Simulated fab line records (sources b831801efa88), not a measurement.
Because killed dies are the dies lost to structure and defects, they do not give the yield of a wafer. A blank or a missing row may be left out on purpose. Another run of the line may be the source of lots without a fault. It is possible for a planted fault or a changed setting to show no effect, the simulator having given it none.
Chamber matching + flow sky130 + SKY_METAL4_ETCH_17 on rie_diel-03: 4 sister chambers
The step etches SiO2 in C4F8/O2/Ar, stops on TiN, time 3.9 s, target depth 15 nm. 4 wafers are shown with their chamber, then 10 later ones without.

WAFERS, EACH WITH ITS CHAMBER
| wafer  | chamber | oes_product_au (a.u.) |
|--------|---------|-----------------------|
| L080.1 | 2       | 0.748                 |
| L091.2 | 3       | 0.764                 |
| L092.2 | 0       | 0.743                 |
| L092.4 | 1       | 0.753                 |

WAFERS MISSING THEIR CHAMBER
| wafer  | oes_product_au (a.u.) |
|--------|-----------------------|
| L092.5 | 0.759                 |
| L096.2 | 0.760                 |
| L096.3 | 0.764                 |
| L096.6 | 0.763                 |
| L097.1 | 0.753                 |
| L097.2 | 0.766                 |
| L097.3 | 0.753                 |
| L097.4 | 0.767                 |
| L097.5 | 0.763                 |
| L097.6 | 0.761                 |

THE CHAMBER EACH PASSED THROUGH
| wafer  | from the rows above     | in truth                   |
|--------|-------------------------|----------------------------|
| L092.5 | can't be placed: 3 or 1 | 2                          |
| L096.2 | can't be placed: 3 or 1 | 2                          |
| L096.3 | 3                       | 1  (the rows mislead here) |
| L096.6 | 3                       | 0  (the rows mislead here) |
| L097.1 | can't be placed: 1 or 2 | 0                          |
| L097.2 | 3                       | 3                          |
| L097.3 | can't be placed: 1 or 2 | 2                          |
| L097.4 | 3                       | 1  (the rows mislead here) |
| L097.5 | 3                       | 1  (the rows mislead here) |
| L097.6 | can't be placed: 3 or 1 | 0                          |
1 of 10 placed correctly. These rows do not allow placing 5 (true chamber among the candidates in 1). Number placed wrongly: 4.
How it was worked out, from the rows above alone: a wafer's distance from a chamber is the root of the sum, over the readings, of the square of ((its reading less the chamber's mean) divided by the reading's scatter). If the next closest chamber is less than 2 further off than the closest, the wafer can't be placed; otherwise it belongs to the closest. A chamber's mean is the mean of its shown wafers. The scatter: with one shown wafer a chamber, the root of the mean of the squares of how far each hidden wafer lies from its nearest shown one.
